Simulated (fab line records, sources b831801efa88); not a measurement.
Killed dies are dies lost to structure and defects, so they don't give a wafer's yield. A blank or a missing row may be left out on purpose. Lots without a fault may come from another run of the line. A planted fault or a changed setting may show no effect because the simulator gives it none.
Chamber matching | flow gf180mcu | GF_MIM_CVD_05 on pecvd-01: 3 sister chambers
The step deposits Si3N4, target thk 42 nm, time 29.086 s. 14 wafers are shown with their chamber, then 7 later ones without.

WAFERS WITH THEIR CHAMBER
wafer  | chamber | heater_power_outer_w (W) | heater_power_w (W)
L883.2 | 0       | 368                      | 638
L883.3 | 1       | 496                      | 844
L883.6 | 0       | 374                      | 657
L885.1 | 2       | 395                      | 654
L885.5 | 1       | 498                      | 836
L885.6 | 2       | 400                      | 651
L887.1 | 2       | 439                      | 744
L887.3 | 2       | 448                      | 730
L887.5 | 2       | 440                      | 736
L896.1 | 2       | 440                      | 713
L896.3 | 0       | 352                      | 621
L896.6 | 0       | 357                      | 617
L898.2 | 0       | 353                      | 624
L898.5 | 0       | 355                      | 611

SIGNATURES (means of the wafers above)
reading              | chamber 0 | chamber 1 | chamber 2 | scatter within a chamber
heater_power_outer_w | 359.83    | 497.00    | 427.00    | 16.7
heater_power_w       | 628.00    | 840.00    | 704.67    | 30.4
Rule: a wafer's distance from a chamber is the root of the sum, over the readings, of the square of ((its reading less the chamber's mean) divided by the reading's scatter). The wafer belongs to the nearest chamber; if the next one is less than 2 further off, it can't be placed. The scatter: the root of (the sum of the squares of (reading less its chamber's mean) over the shown wafers, divided by (wafers less chambers)).

WAFERS WITHOUT THEIR CHAMBER
wafer  | heater_power_outer_w (W) | heater_power_w (W)
L898.6 | 394                      | 662
L901.1 | 379                      | 652
L901.2 | 382                      | 644
L901.5 | 392                      | 650
L902.1 | 326                      | 583
L902.4 | 340                      | 594
L902.6 | 343                      | 584

WHICH CHAMBER EACH WENT THROUGH
wafer  | from the rows above     | in truth
L898.6 | can't be placed: 0 or 2 | 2
L901.1 | can't be placed: 0 or 2 | 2
L901.2 | can't be placed: 0 or 2 | 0
L901.5 | can't be placed: 0 or 2 | 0
L902.1 | 0                       | 0
L902.4 | 0                       | 0
L902.6 | 0                       | 0
Placed correctly: 3 of 7. Can't be placed from these rows: 4 (the true chamber is among the candidates in 4). Placed wrongly: 0.
